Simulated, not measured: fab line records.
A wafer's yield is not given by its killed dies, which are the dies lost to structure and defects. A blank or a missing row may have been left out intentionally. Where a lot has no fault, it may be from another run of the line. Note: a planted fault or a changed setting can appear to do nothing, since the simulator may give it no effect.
Which tool was responsible? ; flow sky130 ; 11 lots, 33 wafers sampled, at 6 steps of a route of 708

== WHAT THE GAUGES SHOWED, per wafer ==
SKY_SD_N_TW_MEAS_12.
lot;measured;on;SD_N_TW
L847;day 29 11:17;filmMetro-01;3912 3926 3888
L848;day 29 20:42;filmMetro-01;3937 3942 3951
L849;day 29 21:28;filmMetro-04;4029 4022 4022
L852;day 31 00:46;filmMetro-03;4026 4025 4020
L859;day 33 13:55;filmMetro-01;3964 3931 3958
L860;day 33 16:04;filmMetro-01;3943 3955 3949
L861;day 34 09:51;filmMetro-04;4012 4016 4003
L863;day 34 11:29;filmMetro-03;3998 3984 4009
L864;day 34 13:52;filmMetro-01;3958 3961 3957
L865;day 35 02:19;filmMetro-04;4022 4029 4028
L866;day 35 09:22;filmMetro-04;4011 4028 4010

SKY_LI_CONTACT_RS_MEAS_22: measures by four-point-probe.
lot;measured;on;LI_CONTACT_W_RS (ohm/sq)
L847;day 30 17:35;filmMetro-04;0.2910 0.2860 0.2827
L848;day 31 03:02;filmMetro-03;0.3839 0.3842 0.3866
L849;day 31 02:58;filmMetro-01;0.2874 0.2888 0.2880
L852;day 32 06:04;filmMetro-01;0.3817 0.3804 0.3766
L859;day 34 18:13;filmMetro-01;0.2807 0.2861 0.2817
L860;day 34 21:11;filmMetro-04;0.2842 0.2857 0.2864
L861;day 35 14:46;filmMetro-03;0.2861 0.2854 0.2863
L863;day 35 15:49;filmMetro-01;0.2885 0.2870 0.2889
L864;day 35 18:22;filmMetro-04;0.2911 0.2894 0.2862
L865;day 36 05:29;filmMetro-03;0.2823 0.2858 0.2805
L866;day 36 14:02;filmMetro-03;0.2837 0.2835 0.2844

SKY_LI_CONTACT_THK_MEAS_23: measures by xrf.
lot;measured;on;LI_CONTACT_W_THK (nm)
L847;day 30 17:40;filmMetro-04;394 398 407
L848;day 31 03:10;filmMetro-03;297 297 293
L849;day 31 03:05;filmMetro-01;396 392 392
L852;day 32 06:11;filmMetro-01;299 300 303
L859;day 34 18:20;filmMetro-01;399 395 403
L860;day 34 21:17;filmMetro-04;403 400 399
L861;day 35 14:53;filmMetro-03;391 391 389
L863;day 35 15:55;filmMetro-01;391 392 391
L864;day 35 18:29;filmMetro-04;392 395 398
L865;day 36 05:36;filmMetro-03;400 397 402
L866;day 36 14:10;filmMetro-03;398 396 396

== WHICH TOOL RAN EACH LOT (tool, then ch and the chambers of the sampled wafers, then the start) ==
lot;SKY_SD_N_RTA_14;SKY_LI_CONTACT_ETCH_15;SKY_LI_CONTACT_CVD_21
L847;rtpAnneal-02 ch 0, day 29 11:24;rieDiel-01 ch 0,1,2, day 30 16:53;cvdW-01 ch 0,1, day 30 17:26
L848;rtpAnneal-02 ch 0, day 29 20:49;rieDiel-04 ch 1,2,3, day 31 02:11;cvdW-01 ch 0,1, day 31 02:55
L849;rtpAnneal-01 ch 0, day 29 21:34;rieDiel-03 ch 1,2,3, day 31 02:18;cvdW-02 ch 0,1, day 31 02:50
L852;rtpAnneal-02 ch 0, day 31 00:56;rieDiel-01 ch 1,2, day 32 05:15;cvdW-01 ch 0,1, day 32 05:56
L859;rtpAnneal-01 ch 0, day 33 14:02;rieDiel-01 ch 1,2, day 34 17:33;cvdW-02 ch 0,1, day 34 18:05
L860;rtpAnneal-02 ch 0, day 33 16:10;rieDiel-01 ch 1,3, day 34 20:30;cvdW-01 ch 0,1, day 34 21:02
L861;rtpAnneal-02 ch 0, day 34 09:58;rieDiel-01 ch 0,1, day 35 14:06;cvdW-01 ch 0,1, day 35 14:38
L863;rtpAnneal-01 ch 0, day 34 11:35;rieDiel-01 ch 0,1,2, day 35 14:56;cvdW-01 ch 0,1, day 35 15:40
L864;rtpAnneal-02 ch 0, day 34 13:59;rieDiel-04 ch 1,2,3, day 35 17:42;cvdW-01 ch 0,1, day 35 18:14
L865;rtpAnneal-01 ch 0, day 35 02:26;rieDiel-04 ch 1,2,3, day 36 04:47;cvdW-01 ch 0,1, day 36 05:20
L866;rtpAnneal-02 ch 0, day 35 09:28;rieDiel-01 ch 0,2,3, day 36 13:23;cvdW-01 ch 0,1, day 36 13:55
- SKY_SD_N_RTA_14: time 2 s.
- SKY_LI_CONTACT_ETCH_15: etches PSG in C4F8/O2/Ar, stops on Si, target depth 600 nm.
- SKY_LI_CONTACT_CVD_21: deposits W, target thk 400 nm, time 120.56 s.

== AS READ BY THE TOOLS THEMSELVES (means over the sampled wafers that have a number; for cases with no such wafer, the mark the record gives instead) ==
SKY_SD_N_RTA_14.
lot;tool;lampPowerPct (%);wafer_temp_C_max
L847;rtpAnneal-02;15.75;1077.8
L848;rtpAnneal-02;15.69;1078.9
L849;rtpAnneal-01;15.73;1077.8
L852;rtpAnneal-02;15.78;1078.0
L859;rtpAnneal-01;15.76;1077.8
L860;rtpAnneal-02;15.75;1076.8
L861;rtpAnneal-02;15.70;1077.8
L863;rtpAnneal-01;15.73;1077.2
L864;rtpAnneal-02;15.72;1078.3
L865;rtpAnneal-01;15.68;1077.8
L866;rtpAnneal-02;15.72;1079.0

SKY_LI_CONTACT_ETCH_15.
lot;tool;oesProductAu (a.u.)
L847;rieDiel-01;0.834
L848;rieDiel-04;0.836
L849;rieDiel-03;0.839
L852;rieDiel-01;0.836
L859;rieDiel-01;0.835
L860;rieDiel-01;0.839
L861;rieDiel-01;0.835
L863;rieDiel-01;0.833
L864;rieDiel-04;0.834
L865;rieDiel-04;0.839
L866;rieDiel-01;0.840

SKY_LI_CONTACT_CVD_21.
lot;tool;heaterPowerW (W);susceptorTempC (C)
L847;cvdW-01;826;400.02
L848;cvdW-01;779;383.78
L849;cvdW-02;977;399.98
L852;cvdW-01;763;384.32
L859;cvdW-02;960;399.89
L860;cvdW-01;839;399.97
L861;cvdW-01;841;400.17
L863;cvdW-01;857;400.07
L864;cvdW-01;845;399.88
L865;cvdW-01;859;399.80
L866;cvdW-01;841;400.01

== THE ANSWER, worked out from the rows above alone ==
Rule: the usual values come from the lots themselves. Put in order of their means at a reading, lots are off if they are a third of the lots or fewer, leave a main group of 4 or more, and stand apart from it by a gap of 3 or more times the standard deviation of the main group's means; of several such gaps the widest counts. A main group is skipped when, at the precision printed for the reading in the tables above, its means are all equal. A lot without any number at a reading at which 4 lots or more have one is off too. Where the step has rows for the other lots, those lots are counted as sound. After the gauges, taken in route order, come the tools' own readings; for these a lot's mean is taken, as printed above. At the first step where some lot is off, the reading lying furthest off is the one used; lots without a number count as furthest.
Off: L848, L852, at SKY_LI_CONTACT_RS_MEAS_22 (LI_CONTACT_W_RS). Mean 0.2858 ohm/sq and standard deviation 0.0022 in the main group.
If a tool, at a process step before that reading, ran all the lots that are off and no sound lot after the first of them, it fits. Not tried: the gauges at SKY_LI_CONTACT_RS_MEAS_22; whatever is off there is also off at SKY_LI_CONTACT_CVD_21, on other tools, and gauge error can't account for it. None of those tried fits.

== WHAT WAS PUT IN BY THE SIMULATOR ==
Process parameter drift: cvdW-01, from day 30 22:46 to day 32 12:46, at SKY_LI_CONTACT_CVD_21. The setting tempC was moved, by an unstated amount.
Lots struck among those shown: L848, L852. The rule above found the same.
